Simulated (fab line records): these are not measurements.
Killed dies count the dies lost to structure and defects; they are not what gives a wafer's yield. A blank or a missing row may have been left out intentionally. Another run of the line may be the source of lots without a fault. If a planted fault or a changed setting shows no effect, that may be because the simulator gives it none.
Matching of chambers ; flow gf180mcu ; GF_V4_CMP_04 on cmp-02 has 4 sister chambers
The step polishes SiO2. 4 wafers are shown with their chamber, then 12 later ones without.

== WAFERS PAIRED WITH THEIR CHAMBERS ==
wafer;chamber;motorCurrentA (A)
L079.6;3;10.2
L081.5;0;11.5
L084.1;2;11.7
L084.5;1;13.2

== WAFERS WITH NO CHAMBER GIVEN ==
wafer;motorCurrentA (A)
L089.1;10.2
L089.2;11.0
L089.3;11.6
L089.4;12.9
L089.5;10.5
L089.6;11.2
L091.2;12.0
L091.3;11.6
L091.6;11.1
L097.2;11.3
L097.4;9.9
L097.5;12.7

== WHICH CHAMBER EACH ONE RAN IN ==
wafer;from the rows above;in truth
L089.1;3;3
L089.2;can't be placed: 0 or 2 or 3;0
L089.3;can't be placed: 0 or 2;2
L089.4;1;1
L089.5;3;3
L089.6;can't be placed: 0 or 2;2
L091.2;can't be placed: 2 or 0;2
L091.3;can't be placed: 0 or 2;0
L091.6;can't be placed: 0 or 2 or 3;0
L097.2;can't be placed: 0 or 2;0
L097.4;3;3
L097.5;can't be placed: 1 or 2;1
4 of 12 placed correctly. Can't be placed from these rows: 8 (the true chamber is among the candidates in 8). Wrongly placed: 0.
How it was worked out, from the rows above alone: a wafer's distance from a chamber is the root of the sum, over the readings, of the square of ((its reading less the chamber's mean) divided by the reading's scatter). If the next closest chamber is less than 2 further off than the closest, the wafer can't be placed; otherwise it belongs to the closest. The mean given for a chamber averages the wafers shown for that chamber. The scatter: with one shown wafer a chamber, the root of the mean of the squares of how far each hidden wafer lies from its nearest shown one.
